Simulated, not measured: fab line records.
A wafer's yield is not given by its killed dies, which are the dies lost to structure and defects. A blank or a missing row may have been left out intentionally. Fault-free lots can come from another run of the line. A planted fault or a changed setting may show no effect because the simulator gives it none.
fab line records + flow gf180mcu
record
- lots=14
- wafers=42
- lastDay=34
route steps=602 shown HV_LDD@223 NSD@246 PSD@258 SAB@264
lots that met no fault: from a run of the same line without faults
startH: hours from the record's opening day to when the first of the lot's shown wafers began + waitH: hours from the lot's prior step to this one + " the same as in the row above + L1.1+2: a single row standing in for several wafers + - value missing, or start not given + * or withheld: withheld + < > ~ a bound
route shown NAME@n: NAME is a module with steps in the file, n the number in the route of the first one + usual: the fault-free wafers' mean and standard deviation + same: alike in all rows + chamber/n: place in a boat + sites: each site's reading + _std_site: how widely they spread, as a standard deviation + _edge_site: inner sites' mean taken away from outer sites' mean + radiusMm: how far each site lies from the wafer's centre + mask NAME#n: copy n + behind: the last tool/chamber to shape the wafer + hold: reason for holding the lot/hours on hold/outcome of the hold + device: the n, p or np transistor that did not switch + end of line: the tests these same wafers got at the end of their route + a step without rows: its recipe alone + killed: dies that structure and defects cost at the first sort, which is not the same as the wafer's yield + map: shows each die of a wafer: x if killed, . if not, _ if none is there
set.NAME: the setting that was run; set.NAME@STEP: the one run at that earlier step + model.NAME: the simulator's own value behind a step, which no gauge read
route steps across a sampled set of lots; one table per step, one row per wafer
services: from which hour (startH, from the record's first day; less than 0 if before it) a tool's chamber was out of use, for how many hours, and why
## steps
# step GF_HV_LDD_OVL_MEAS_47
# usual
- HV_LDD_03_OVL=-0.5/1.4
| lot.wafer | tool       | chamber | startH | waitH | HV_LDD_03_OVL[nm] |
|-----------|------------|---------|--------|-------|-------------------|
| L259.2    | overlay-01 | -       | 273.44 | 0.1   | 0.8               |
| L259.3    | "          | -       | "      | "     | 0.4               |
| L259.5    | "          | -       | "      | "     | -0.6              |
| L260.2    | overlay-01 | -       | 278.36 | 0.1   | 0.9               |
| L260.3    | "          | -       | "      | "     | 0.3               |
| L260.6    | "          | -       | "      | "     | 2.1               |
| L262.1    | overlay-02 | -       | 295.94 | 0.1   | -0.5              |
| L262.2    | "          | -       | "      | "     | -1.5              |
| L262.6    | "          | -       | "      | "     | -1.0              |
| L263.2    | overlay-02 | -       | 300.90 | 0.1   | -0.8              |
| L263.3    | "          | -       | "      | "     | -1.9              |
| L263.6    | "          | -       | "      | "     | -1.8              |
| L264.4    | overlay-01 | -       | 314.36 | 0.1   | -1.0              |
| L264.5    | "          | -       | "      | "     | -1.8              |
| L264.6    | "          | -       | "      | "     | -1.7              |
| L268.1    | overlay-01 | -       | 348.55 | 0.1   | -1.2              |
| L268.4    | "          | -       | "      | "     | 0.4               |
| L268.5    | "          | -       | "      | "     | 0.2               |
| L273.2    | overlay-02 | -       | 385.35 | 0.1   | -0.1              |
| L273.4    | "          | -       | "      | "     | -1.5              |
| L273.5    | "          | -       | "      | "     | -2.3              |
| L274.4    | overlay-02 | -       | 391.65 | 0.1   | -0.5              |
| L274.5    | "          | -       | "      | "     | -1.6              |
| L274.6    | "          | -       | "      | "     | -2.2              |
| L276.1    | overlay-01 | -       | 409.79 | 0.1   | -1.0              |
| L276.4    | "          | -       | "      | "     | 0.9               |
| L276.5    | "          | -       | "      | "     | 1.1               |
| L278.1    | overlay-02 | -       | 427.15 | 0.1   | 1.3               |
| L278.3    | "          | -       | "      | "     | 1.2               |
| L278.4    | "          | -       | "      | "     | 1.3               |
| L279.3    | overlay-01 | -       | 434.66 | 0.1   | 1.8               |
| L279.4    | "          | -       | "      | "     | 1.8               |
| L279.5    | "          | -       | "      | "     | 2.8               |
| L280.1    | overlay-02 | -       | 440.25 | 0.1   | -1.7              |
| L280.5    | "          | -       | "      | "     | -0.1              |
| L280.6    | "          | -       | "      | "     | -3.1              |
| L281.4    | overlay-02 | -       | 450.67 | 0.1   | -2.5              |
| L281.5    | "          | -       | "      | "     | -2.1              |
| L281.6    | "          | -       | "      | "     | -1.2              |
| L282.2    | overlay-01 | -       | 459.11 | 0.1   | 1.3               |
| L282.4    | "          | -       | "      | "     | 1.0               |
| L282.5    | "          | -       | "      | "     | 0.6               |
# step GF_HV_LDD_TW_MEAS_50
# usual
- HV_LDD_4_TW=563/6.9
| lot.wafer | tool         | chamber | startH | waitH | HV_LDD_4_TW |
|-----------|--------------|---------|--------|-------|-------------|
| L259.2    | filmMetro-03 | -       | 273.73 | 0.1   | 573         |
| L259.3    | "            | -       | "      | "     | 573         |
| L259.5    | "            | -       | "      | "     | 573         |
| L260.2    | filmMetro-03 | -       | 278.65 | 0.1   | 570         |
| L260.3    | "            | -       | "      | "     | 573         |
| L260.6    | "            | -       | "      | "     | 575         |
| L262.1    | filmMetro-02 | -       | 296.22 | 0.1   | 560         |
| L262.2    | "            | -       | "      | "     | 557         |
| L262.6    | "            | -       | "      | "     | 557         |
| L263.2    | filmMetro-04 | -       | 301.19 | 0.1   | 560         |
| L263.3    | "            | -       | "      | "     | 554         |
| L263.6    | "            | -       | "      | "     | 558         |
| L264.4    | filmMetro-02 | -       | 314.65 | 0.1   | 560         |
| L264.5    | "            | -       | "      | "     | 559         |
| L264.6    | "            | -       | "      | "     | 561         |
| L268.1    | filmMetro-03 | -       | 348.83 | 0.1   | 570         |
| L268.4    | "            | -       | "      | "     | 571         |
| L268.5    | "            | -       | "      | "     | 570         |
| L273.2    | filmMetro-03 | -       | 385.64 | 0.1   | 571         |
| L273.4    | "            | -       | "      | "     | 574         |
| L273.5    | "            | -       | "      | "     | 573         |
| L274.4    | filmMetro-04 | -       | 391.95 | 0.1   | 557         |
| L274.5    | "            | -       | "      | "     | 556         |
| L274.6    | "            | -       | "      | "     | 551         |
| L276.1    | filmMetro-03 | -       | 410.07 | 0.1   | 575         |
| L276.4    | "            | -       | "      | "     | 573         |
| L276.5    | "            | -       | "      | "     | 574         |
| L278.1    | filmMetro-02 | -       | 427.43 | 0.1   | 555         |
| L278.3    | "            | -       | "      | "     | 557         |
| L278.4    | "            | -       | "      | "     | 555         |
| L279.3    | filmMetro-03 | -       | 434.95 | 0.1   | 577         |
| L279.4    | "            | -       | "      | "     | 572         |
| L279.5    | "            | -       | "      | "     | 573         |
| L280.1    | filmMetro-03 | -       | 440.53 | 0.1   | 572         |
| L280.5    | "            | -       | "      | "     | 571         |
| L280.6    | "            | -       | "      | "     | 574         |
| L281.4    | filmMetro-04 | -       | 450.96 | 0.1   | 557         |
| L281.5    | "            | -       | "      | "     | 558         |
| L281.6    | "            | -       | "      | "     | 557         |
| L282.2    | filmMetro-04 | -       | 459.40 | 0.1   | 558         |
| L282.4    | "            | -       | "      | "     | 559         |
| L282.5    | "            | -       | "      | "     | 561         |
# step GF_NSD_STRIP_11
# recipe
- chemistry=O2/N2
- powerW=1400
- pressureMtorr=1500
- platenTempC=250
- o2FlowSccm=3000
- n2FlowSccm=300
- overashFraction=0.5
# usual
- chamberPressureMTorr=1500.2/1.3
- drypumpMotorCurrentA=5.8/0.52
- heaterPowerW=346/33
- oesProductAu=0.486/0.0039
- stripTimeToEndpointS=22.96/0.036
| lot.wafer | tool           | chamber | startH | waitH | chamberPressureMTorr | drypumpMotorCurrentA | heaterPowerW | oesProductAu | rfHoursCounterH | stripTimeToEndpointS |
|-----------|----------------|---------|--------|-------|----------------------|----------------------|--------------|--------------|-----------------|----------------------|
| L259.2    | plasmaAsher-04 | 0       | 297.19 | 0.1   | 1498.5               | 6.1                  | 370          | 0.491        | 70              | 22.95                |
| L259.3    | "              | 0       | "      | "     | 1498.1               | 6.0                  | 379          | 0.485        | -               | 22.94                |
| L259.5    | "              | 1       | "      | "     | 1502.8               | 5.3                  | 289          | 0.493        | -               | 22.97                |
| L260.2    | plasmaAsher-01 | 0       | 301.42 | 0.1   | 1500.4               | 5.5                  | 322          | 0.487        | 17              | 22.97                |
| L260.3    | "              | 0       | "      | "     | 1501.6               | 5.5                  | 321          | 0.484        | -               | 22.97                |
| L260.6    | "              | 1       | "      | "     | 1500.0               | 5.2                  | 376          | 0.487        | -               | 23.00                |
| L262.1    | plasmaAsher-01 | 1       | 320.02 | 0.1   | 1500.5               | 5.2                  | 375          | 0.491        | 18              | 22.90                |
| L262.2    | "              | 0       | "      | "     | 1502.6               | 5.6                  | 326          | 0.480        | 18              | 22.96                |
| L262.6    | "              | 0       | "      | "     | 1501.1               | 5.6                  | 324          | 0.483        | -               | 22.92                |
| L263.2    | plasmaAsher-03 | 1       | 325.36 | 0.1   | 1498.9               | 6.7                  | 387          | 0.494        | 54              | 22.92                |
| L263.3    | "              | 1       | "      | "     | 1501.0               | 6.7                  | 383          | 0.484        | -               | 22.92                |
| L263.6    | "              | 1       | "      | "     | 1499.8               | 6.7                  | 377          | 0.487        | -               | 22.95                |
| L264.4    | plasmaAsher-04 | 1       | 338.71 | 0.1   | 1499.4               | 5.3                  | 288          | 0.483        | -               | 22.90                |
| L264.5    | "              | 0       | "      | "     | 1499.0               | 6.1                  | 372          | 0.480        | -               | 22.92                |
| L264.6    | "              | 1       | "      | "     | 1501.2               | 5.3                  | 287          | 0.483        | -               | 22.92                |
| L268.1    | plasmaAsher-03 | 1       | 373.57 | 0.1   | 1501.7               | 6.7                  | 376          | 0.494        | 58              | 22.99                |
| L268.4    | "              | 0       | "      | "     | 1500.5               | 6.3                  | 348          | 0.484        | -               | 22.96                |
| L268.5    | "              | 1       | "      | "     | 1499.2               | 6.7                  | 377          | 0.481        | -               | 23.01                |
| L273.2    | plasmaAsher-01 | 0       | 412.58 | 0.1   | -                    | -                    | -            | -            | -               | -                    |
| L273.4    | "              | 1       | "      | "     | -                    | -                    | -            | -            | -               | -                    |
| L273.5    | "              | 1       | "      | "     | -                    | -                    | -            | -            | -               | -                    |
| L274.4    | plasmaAsher-01 | 0       | 418.27 | 0.1   | -                    | -                    | -            | -            | -               | -                    |
| L274.5    | "              | 0       | "      | "     | -                    | -                    | -            | -            | -               | -                    |
| L274.6    | "              | 1       | "      | "     | -                    | -                    | -            | -            | -               | -                    |
| L276.1    | plasmaAsher-03 | 1       | 438.45 | 0.1   | 1498.4               | 6.7                  | 367          | 0.485        | 65              | 23.01                |
| L276.4    | "              | 1       | "      | "     | 1500.7               | 6.7                  | 377          | 0.479        | -               | 23.00                |
| L276.5    | "              | 0       | "      | "     | 1498.5               | 6.3                  | 348          | 0.486        | -               | 23.02                |
| L278.1    | plasmaAsher-04 | 1       | 454.83 | 0.1   | 1500.5               | 5.3                  | 289          | 0.483        | 87              | 23.02                |
| L278.3    | "              | 0       | "      | "     | 1501.0               | 6.0                  | 366          | 0.489        | -               | 22.99                |
| L278.4    | "              | 1       | "      | "     | 1500.7               | 5.3                  | 293          | 0.490        | -               | 22.97                |
| L279.3    | plasmaAsher-01 | 0       | 462.27 | 0.1   | 1497.8               | 5.5                  | 318          | 0.482        | -               | 22.97                |
| L279.4    | "              | 1       | "      | "     | 1499.0               | 5.2                  | 371          | 0.484        | -               | 22.95                |
| L279.5    | "              | 1       | "      | "     | 1499.1               | 5.3                  | 372          | 0.490        | -               | 22.96                |
| L280.1    | plasmaAsher-04 | 1       | 469.52 | 0.1   | 1499.5               | 5.3                  | 300          | 0.487        | 88              | 22.92                |
| L280.5    | "              | 1       | "      | "     | 1501.0               | 5.3                  | 294          | 0.480        | -               | 22.96                |
| L280.6    | "              | 0       | "      | "     | 1498.5               | 6.0                  | 370          | 0.483        | -               | 22.91                |
| L281.4    | plasmaAsher-04 | 1       | 478.47 | 0.1   | 1500.0               | 5.3                  | 295          | 0.482        | -               | 22.95                |
| L281.5    | "              | 1       | "      | "     | 1500.0               | 5.3                  | 292          | 0.485        | -               | 22.92                |
| L281.6    | "              | 0       | "      | "     | 1498.4               | 6.0                  | 374          | 0.484        | -               | 22.97                |
| L282.2    | plasmaAsher-03 | 1       | 491.10 | 0.1   | 1501.9               | 6.7                  | 371          | 0.485        | 70              | 23.02                |
| L282.4    | "              | 0       | "      | "     | 1497.6               | 6.3                  | 354          | 0.482        | -               | 23.01                |
| L282.5    | "              | 0       | "      | "     | 1499.4               | 6.3                  | 350          | 0.484        | -               | 22.98                |
# step GF_PSD_STRIP_10
# recipe
- chemistry=O2/N2
- powerW=1400
- pressureMtorr=1500
- platenTempC=250
- o2FlowSccm=3000
- n2FlowSccm=300
- overashFraction=0.5
# usual
- chamberPressureMTorr=1500.1/1.3
- drypumpMotorCurrentA=5.6/0.41
- heaterPowerW=357/32
- oesProductAu=0.592/0.0043
- stripTimeToEndpointS=16.53/0.032
| lot.wafer | tool           | chamber | startH | waitH | chamberPressureMTorr | drypumpMotorCurrentA | heaterPowerW | oesProductAu | rfHoursCounterH | stripTimeToEndpointS |
|-----------|----------------|---------|--------|-------|----------------------|----------------------|--------------|--------------|-----------------|----------------------|
| L259.2    | plasmaAsher-01 | 1       | 317.32 | 0.1   | 1499.3               | 5.2                  | 379          | 0.591        | 18              | 16.54                |
| L259.3    | "              | 0       | "      | "     | 1499.2               | 5.5                  | 312          | 0.594        | -               | 16.50                |
| L259.5    | "              | 1       | "      | "     | 1500.7               | 5.2                  | 377          | 0.594        | -               | 16.53                |
| L260.2    | plasmaAsher-02 | 1       | 322.19 | 0.1   | 1500.4               | 5.6                  | 409          | 0.590        | 63              | 16.59                |
| L260.3    | "              | 1       | "      | "     | 1498.8               | 5.5                  | 394          | 0.591        | -               | 16.53                |
| L260.6    | "              | 1       | "      | "     | 1501.3               | 5.5                  | 407          | 0.593        | -               | 16.55                |
| L262.1    | plasmaAsher-02 | 0       | 340.90 | 0.1   | 1499.0               | 5.7                  | 328          | 0.595        | 65              | 16.55                |
| L262.2    | "              | 1       | "      | "     | 1500.3               | 5.5                  | 423          | 0.592        | 65              | 16.57                |
| L262.6    | "              | 0       | "      | "     | 1501.0               | 5.6                  | 335          | 0.596        | -               | 16.56                |
| L263.2    | plasmaAsher-03 | 1       | 346.92 | 0.1   | 1498.6               | 6.7                  | 374          | 0.593        | 56              | 16.58                |
| L263.3    | "              | 1       | "      | "     | 1501.7               | 6.7                  | 367          | 0.587        | -               | 16.61                |
| L263.6    | "              | 0       | "      | "     | 1497.8               | 6.3                  | 348          | 0.584        | -               | 16.61                |
| L264.4    | plasmaAsher-01 | 0       | 360.12 | 0.1   | 1497.7               | 5.6                  | 314          | 0.591        | -               | 16.52                |
| L264.5    | "              | 0       | "      | "     | 1500.4               | 5.6                  | 320          | 0.590        | -               | 16.53                |
| L264.6    | "              | 1       | "      | "     | 1499.4               | 5.2                  | 379          | 0.587        | -               | 16.52                |
| L268.1    | plasmaAsher-01 | 1       | 396.98 | 0.1   | 1499.3               | 5.2                  | 381          | 0.590        | 26              | 16.47                |
| L268.4    | "              | 1       | "      | "     | 1498.2               | 5.2                  | 380          | 0.585        | -               | 16.50                |
| L268.5    | "              | 1       | "      | "     | 1500.9               | 5.2                  | 373          | 0.596        | -               | 16.51                |
| L273.2    | plasmaAsher-01 | 0       | 436.67 | 0.1   | 1502.0               | 5.5                  | 318          | 0.654        | 31              | 31.44                |
| L273.4    | "              | 0       | "      | "     | 1504.2               | 5.5                  | 315          | 0.661        | -               | 31.44                |
| L273.5    | "              | 0       | "      | "     | 1499.8               | 5.5                  | 323          | 0.662        | -               | 31.43                |
| L274.4    | plasmaAsher-01 | 0       | 442.16 | 0.1   | 1499.9               | 5.5                  | 328          | 0.660        | -               | 31.52                |
| L274.5    | "              | 1       | "      | "     | 1500.1               | 5.2                  | 380          | 0.647        | -               | 31.39                |
| L274.6    | "              | 0       | "      | "     | 1499.5               | 5.5                  | 320          | 0.654        | -               | 31.47                |
| L276.1    | plasmaAsher-02 | 1       | 463.50 | 0.1   | 1500.8               | 5.6                  | 389          | 0.591        | 4               | 16.49                |
| L276.4    | "              | 1       | "      | "     | 1499.5               | 5.5                  | 402          | 0.597        | -               | 16.52                |
| L276.5    | "              | 1       | "      | "     | 1499.4               | 5.5                  | 398          | 0.595        | -               | 16.53                |
| L278.1    | plasmaAsher-03 | 0       | 479.18 | 0.1   | 1499.5               | 6.3                  | 353          | 0.592        | 69              | 16.50                |
| L278.3    | "              | 1       | "      | "     | 1499.5               | 6.7                  | 367          | 0.601        | -               | 16.51                |
| L278.4    | "              | 0       | "      | "     | 1499.5               | 6.3                  | 349          | 0.588        | -               | 16.51                |
| L279.3    | plasmaAsher-01 | 0       | 491.22 | 0.1   | 1500.1               | 5.6                  | 317          | 0.586        | -               | 16.52                |
| L279.4    | "              | 1       | "      | "     | 1499.2               | 5.2                  | 371          | 0.601        | -               | 16.49                |
| L279.5    | "              | 0       | "      | "     | 1498.5               | 5.6                  | 329          | 0.597        | -               | 16.50                |
| L280.1    | plasmaAsher-02 | 1       | 493.68 | 0.1   | 1498.2               | 5.5                  | 402          | 0.595        | 7               | 16.55                |
| L280.5    | "              | 1       | "      | "     | 1501.2               | 5.5                  | 403          | 0.593        | -               | 16.56                |
| L280.6    | "              | 0       | "      | "     | 1499.2               | 5.7                  | 316          | 0.593        | -               | 16.54                |
| L281.4    | plasmaAsher-03 | 1       | 500.59 | 0.1   | 1499.7               | 6.7                  | 375          | 0.595        | -               | 16.55                |
| L281.5    | "              | 1       | "      | "     | 1501.3               | 6.7                  | 370          | 0.598        | -               | 16.56                |
| L281.6    | "              | 0       | "      | "     | 1498.8               | 6.3                  | 345          | 0.596        | -               | 16.57                |
| L282.2    | plasmaAsher-01 | 0       | 513.43 | 0.1   | 1499.5               | 5.5                  | 323          | 0.587        | 39              | 16.53                |
| L282.4    | "              | 0       | "      | "     | 1499.0               | 5.5                  | 316          | 0.590        | -               | 16.53                |
| L282.5    | "              | 1       | "      | "     | 1499.2               | 5.2                  | 377          | 0.587        | -               | 16.51                |
# step GF_PSD_TW_MEAS_11
# usual
- PSD_TW=3150/38
| lot.wafer | tool         | chamber | startH | waitH | PSD_TW |
|-----------|--------------|---------|--------|-------|--------|
| L259.2    | filmMetro-04 | -       | 317.43 | 0.1   | 3120   |
| L259.3    | "            | -       | "      | "     | 3132   |
| L259.5    | "            | -       | "      | "     | 3122   |
| L260.2    | filmMetro-03 | -       | 322.30 | 0.1   | 3186   |
| L260.3    | "            | -       | "      | "     | 3192   |
| L260.6    | "            | -       | "      | "     | 3193   |
| L262.1    | filmMetro-01 | -       | 341.00 | 0.1   | 3144   |
| L262.2    | "            | -       | "      | "     | 3155   |
| L262.6    | "            | -       | "      | "     | 3130   |
| L263.2    | filmMetro-03 | -       | 347.03 | 0.1   | 3178   |
| L263.3    | "            | -       | "      | "     | 3189   |
| L263.6    | "            | -       | "      | "     | 3191   |
| L264.4    | filmMetro-04 | -       | 360.22 | 0.1   | 3129   |
| L264.5    | "            | -       | "      | "     | 3128   |
| L264.6    | "            | -       | "      | "     | 3126   |
| L268.1    | filmMetro-01 | -       | 397.08 | 0.1   | 3116   |
| L268.4    | "            | -       | "      | "     | 3115   |
| L268.5    | "            | -       | "      | "     | 3119   |
| L273.2    | filmMetro-01 | -       | 436.78 | 0.1   | 29     |
| L273.4    | "            | -       | "      | "     | 29     |
| L273.5    | "            | -       | "      | "     | 29     |
| L274.4    | filmMetro-03 | -       | 442.25 | 0.1   | 30     |
| L274.5    | "            | -       | "      | "     | 30     |
| L274.6    | "            | -       | "      | "     | 30     |
| L276.1    | filmMetro-01 | -       | 463.60 | 0.1   | 3097   |
| L276.4    | "            | -       | "      | "     | 3091   |
| L276.5    | "            | -       | "      | "     | 3096   |
| L278.1    | filmMetro-04 | -       | 479.28 | 0.1   | 3130   |
| L278.3    | "            | -       | "      | "     | 3136   |
| L278.4    | "            | -       | "      | "     | 3134   |
| L279.3    | filmMetro-01 | -       | 491.31 | 0.1   | 3112   |
| L279.4    | "            | -       | "      | "     | 3123   |
| L279.5    | "            | -       | "      | "     | 3124   |
| L280.1    | filmMetro-03 | -       | 493.78 | 0.1   | 3204   |
| L280.5    | "            | -       | "      | "     | 3208   |
| L280.6    | "            | -       | "      | "     | 3180   |
| L281.4    | filmMetro-01 | -       | 500.68 | 0.1   | 3134   |
| L281.5    | "            | -       | "      | "     | 3129   |
| L281.6    | "            | -       | "      | "     | 3130   |
| L282.2    | filmMetro-03 | -       | 513.54 | 0.1   | 3189   |
| L282.4    | "            | -       | "      | "     | 3190   |
| L282.5    | "            | -       | "      | "     | 3197   |
# step GF_SAB_CVD_00
# recipe
- material=SiO2
- targetThkNm=50
- precursor=TEOS
- tempC=400
- timeS=4.9302
- rfW=600
# usual
- heaterPowerW=686/79
| lot.wafer | tool     | chamber | startH | waitH | heaterPowerW |
|-----------|----------|---------|--------|-------|--------------|
| L259.2    | pecvd-03 | 2       | 317.92 | 0.1   | 689          |
| L259.3    | "        | 0       | "      | "     | 649          |
| L259.5    | "        | 0       | "      | "     | 676          |
| L260.2    | pecvd-03 | 0       | 322.72 | 0.1   | 742          |
| L260.3    | "        | 1       | "      | "     | 761          |
| L260.6    | "        | 1       | "      | "     | 767          |
| L262.1    | pecvd-02 | 1       | 341.44 | 0.1   | 739          |
| L262.2    | "        | 0       | "      | "     | 652          |
| L262.6    | "        | 2       | "      | "     | 718          |
| L263.2    | pecvd-04 | 0       | 347.46 | 0.1   | 838          |
| L263.3    | "        | 0       | "      | "     | 835          |
| L263.6    | "        | 0       | "      | "     | 857          |
| L264.4    | pecvd-03 | 1       | 360.63 | 0.0   | 795          |
| L264.5    | "        | 0       | "      | "     | 766          |
| L264.6    | "        | 2       | "      | "     | 569          |
| L268.1    | pecvd-02 | 0       | 397.51 | 0.1   | 592          |
| L268.4    | "        | 0       | "      | "     | 585          |
| L268.5    | "        | 1       | "      | "     | 664          |
| L273.2    | pecvd-04 | 0       | 437.21 | 0.1   | 772          |
| L273.4    | "        | 1       | "      | "     | 588          |
| L273.5    | "        | 2       | "      | "     | 750          |
| L274.4    | pecvd-02 | 0       | 442.67 | 0.0   | 625          |
| L274.5    | "        | 2       | "      | "     | 632          |
| L274.6    | "        | 1       | "      | "     | 719          |
| L276.1    | pecvd-03 | 2       | 464.09 | 0.1   | 679          |
| L276.4    | "        | 1       | "      | "     | 665          |
| L276.5    | "        | 2       | "      | "     | 687          |
| L278.1    | pecvd-03 | 1       | 479.72 | 0.1   | 803          |
| L278.3    | "        | 2       | "      | "     | 624          |
| L278.4    | "        | 2       | "      | "     | 588          |
| L279.3    | pecvd-04 | 2       | 491.73 | 0.1   | 597          |
| L279.4    | "        | 2       | "      | "     | 605          |
| L279.5    | "        | 0       | "      | "     | 660          |
| L280.1    | pecvd-03 | 2       | 494.22 | 0.1   | 666          |
| L280.5    | "        | 2       | "      | "     | 678          |
| L280.6    | "        | 1       | "      | "     | 788          |
| L281.4    | pecvd-04 | 2       | 501.14 | 0.0   | 720          |
| L281.5    | "        | 0       | "      | "     | 777          |
| L281.6    | "        | 1       | "      | "     | 563          |
| L282.2    | pecvd-04 | 1       | 514.02 | 0.1   | 618          |
| L282.4    | "        | 1       | "      | "     | 590          |
| L282.5    | "        | 0       | "      | "     | 819          |
## services
| tool           | chamber | startH | hours | kind        |
|----------------|---------|--------|-------|-------------|
| plasmaAsher-03 | -       | 291.89 | 1.6   | repair      |
| pecvd-02       | -       | 293.03 | 2.8   | pm          |
| plasmaAsher-04 | -       | 327.30 | 4.3   | pm          |
| pecvd-04       | 1       | 336.09 | 18.2  | repair      |
| pecvd-02       | -       | 356.14 | 2.6   | repair      |
| pecvd-04       | -       | 368.88 | 14.0  | pm          |
| pecvd-04       | 0       | 368.88 | 14.0  | ventCycle   |
| pecvd-04       | 1       | 368.88 | 14.0  | ventCycle   |
| pecvd-04       | 2       | 368.88 | 14.0  | ventCycle   |
| plasmaAsher-01 | -       | 378.44 | 1.5   | repair      |
| pecvd-04       | 0       | 382.88 | -     | clean       |
| pecvd-04       | 1       | 382.88 | -     | clean       |
| pecvd-04       | 2       | 382.88 | -     | clean       |
| pecvd-03       | -       | 405.94 | 3.3   | repair      |
| plasmaAsher-02 | -       | 421.25 | 9.0   | pm          |
| pecvd-04       | 2       | 426.92 | -     | calibration |
| plasmaAsher-04 | -       | 434.64 | 5.0   | repair      |
| pecvd-03       | 2       | 451.59 | 3.2   | repair      |
| pecvd-03       | 0       | 458.55 | 13.3  | repair      |
| plasmaAsher-02 | -       | 481.58 | 2.8   | pm          |
| pecvd-03       | -       | 489.62 | 2.8   | pm          |
| plasmaAsher-03 | -       | 492.00 | 4.3   | repair      |
| pecvd-02       | -       | 499.83 | 14.6  | pm          |
| pecvd-04       | -       | 504.65 | 2.9   | repair      |
## key
firstSign
- step=GF_NSD_STRIP_11
- reading=toolRecord
- direction=missing
effect
- step=GF_PSD_STRIP_10
- reading=stripTimeToEndpointS
- direction=up
- sigmas=99+
- usual=*
- struck=*
effect
- step=GF_PSD_TW_MEAS_11
- reading=PSD_TW
- direction=down
- sigmas=83
- usual=3150
- struck=30
metAt GF_NSD_STRIP_11
struckLots L273,L274
rowsEnd L273.2
sortLeftOut L273.4,L273.5,L274.4,L274.5,L274.6
testerLeftOut L273,L274
notActingAt GF_HV_LDD_OVL_MEAS_47,GF_HV_LDD_TW_MEAS_50,GF_SAB_CVD_00
onsetBetween 320.02 412.58
fault
- kind=skippedStepWhole
- tool=plasmaAsher-01
- chamber=-
- onsetH=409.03
- steps=GF_NSD_STRIP_11
- scope=struckLotsOnly
# testerLeftOut: of these lots the tester's yield and bins aren't shown, on N5 and GAA mostly nor the transistor test; their killed dies are dies lost to structure and defects alone, not to doping, threshold or leakage, so they don't give the yield
# sortLeftOut: the simulated sort isn't trusted on such a fault, so these wafers' sort isn't shown, and their yield isn't known
# rowsEnd: these wafers met a further fault down the route, and their rows from its step on are left out
